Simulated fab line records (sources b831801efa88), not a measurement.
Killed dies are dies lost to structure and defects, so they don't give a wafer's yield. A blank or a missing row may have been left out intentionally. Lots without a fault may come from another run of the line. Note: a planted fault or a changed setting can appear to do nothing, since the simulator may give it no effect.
Which tool was responsible? -- flow gf180mcu -- 40 wafers from 14 lots sampled at 3 of the route's 602 steps

== WHAT THE GAUGES SHOWED, per wafer ==
GF_STI_THK_MEAS_04. Usual: STI_CVD_03_THK gives 206.9 nm (standard deviation 2).
lot,measured,on,STI_CVD_03_THK (nm),flag
L626,day 1 13:35,filmMetro-01,207.2 208.2 205.0,
L627,day 1 18:34,filmMetro-01,209.4 208.6 208.4,
L628,day 2 00:07,filmMetro-03,204.7 205.4 205.0,
L629,day 2 05:34,filmMetro-03,208.5 208.7 207.0,
L630,day 2 10:29,filmMetro-01,205.2 206.2 205.9,
L632,day 2 20:02,filmMetro-01,206.3 206.9 207.8,
L635,day 3 12:48,filmMetro-01,205.1 207.1 205.6,
L636,day 3 16:47,filmMetro-02,207.3 206.0 206.3,
L637,day 3 20:45,filmMetro-02,207.9 207.9,
L641,day 4 16:35,filmMetro-01,205.6 204.5,
L643,day 5 02:34,filmMetro-02,203.0 202.4 203.1,
L645,day 5 12:34,filmMetro-03,206.6 207.7 209.2,
L646,day 5 18:47,filmMetro-02,210.1 210.1 211.4,
L649,day 6 08:47,filmMetro-02,206.8 207.7 208.4,

GF_NWELL_OVL_MEAS_07. Usual: NWELL_OVL gives -0.3 nm (standard deviation 1.1).
lot,measured,on,NWELL_OVL (nm),flag
L626,day 3 06:18,overlay-01,0.6 2.1 1.4,
L627,day 3 11:50,overlay-02,0.4 -1.8 -0.1,
L628,day 3 18:40,overlay-01,-1.4 -1.2 -0.7,
L629,day 4 00:34,overlay-02,-0.3 -0.3 -1.1,
L630,day 4 05:05,overlay-02,-0.7 1.5 -0.5,
L632,day 4 17:44,overlay-01,-0.1 1.5 0.7,
L635,day 5 09:44,overlay-02,0.4 0.1 -0.4,
L636,day 5 15:22,overlay-01,0.1 3.2 0.9,
L637,day 5 19:11,overlay-01,- 0.8,
L641,day 6 19:05,overlay-02,- -0.7,
L643,day 7 03:21,overlay-01,0.3 -0.4 -0.4,
L645,day 7 14:57,overlay-01,-1.5 -1.6 -1.3,
L646,day 7 21:45,overlay-01,-0.7 -0.7 0.6,
L649,day 8 13:07,overlay-01,-0.6 0.0 -1.6,

== EACH LOT AND THE TOOL THAT RAN IT (in order: tool; ch and the chambers of the sampled wafers; start) ==
lot,GF_NWELL_DEVELOP_06
L626,"lithoTrack-01 ch 0, day 3 06:00"
L627,"lithoTrack-01 ch 0, day 3 11:00"
L628,"lithoTrack-02 ch 0, day 3 18:00"
L629,"lithoTrack-02 ch 0, day 4 00:00"
L630,"lithoTrack-01 ch 0, day 4 04:00"
L632,"lithoTrack-01 ch 0, day 4 17:00"
L635,"lithoTrack-01 ch 0, day 5 09:00"
L636,"lithoTrack-02 ch 0, day 5 15:00"
L637,"lithoTrack-01 ch 0, day 5 19:00"
L641,"lithoTrack-01 ch 0, day 6 18:00"
L643,"lithoTrack-02 ch 0, day 7 03:00"
L645,"lithoTrack-04 ch 0, day 7 14:00"
L646,"lithoTrack-04 ch 0, day 7 21:00"
L649,"lithoTrack-04 ch 0, day 8 12:00"
- GF_NWELL_DEVELOP_06: develop time 60 s.

== AS READ BY THE TOOLS THEMSELVES (means over the sampled wafers that have a number; for cases with no such wafer, the mark the record gives instead) ==
GF_NWELL_DEVELOP_06. Usual: resistLineTempC reads 23.01 C (standard deviation 0.098).
lot,tool,resistLineTempC (C),flag
L626,lithoTrack-01,22.96,
L627,lithoTrack-01,22.99,
L628,lithoTrack-02,22.93,
L629,lithoTrack-02,23.02,
L630,lithoTrack-01,23.04,
L632,lithoTrack-01,22.98,
L635,lithoTrack-01,23.26,
L636,lithoTrack-02,22.97,
L637,lithoTrack-01,23.02,
L641,lithoTrack-01,22.98,
L643,lithoTrack-02,22.94,
L645,lithoTrack-04,22.93,
L646,lithoTrack-04,23.05,
L649,lithoTrack-04,23.07,

== THE ANSWER, worked out from the rows above alone ==
Rule: a lot counts as off when the mean over its wafers that have a number is more than 3 standard deviations away from the usual mean. Also off: a lot with no number at a reading for which 4 or more lots have one. Any other lot the step has rows for is counted as sound. The gauges are gone through in route order, then the tools' own readings, and for those a lot's mean is taken as printed above. The first step at which some lot is off is used, and at that step the reading that is off furthest; a lot without a number counts as furthest.
No lot is off at any reading shown: from this, nothing can be told.

== WHAT HAD BEEN PUT IN BY THE SIMULATOR ==
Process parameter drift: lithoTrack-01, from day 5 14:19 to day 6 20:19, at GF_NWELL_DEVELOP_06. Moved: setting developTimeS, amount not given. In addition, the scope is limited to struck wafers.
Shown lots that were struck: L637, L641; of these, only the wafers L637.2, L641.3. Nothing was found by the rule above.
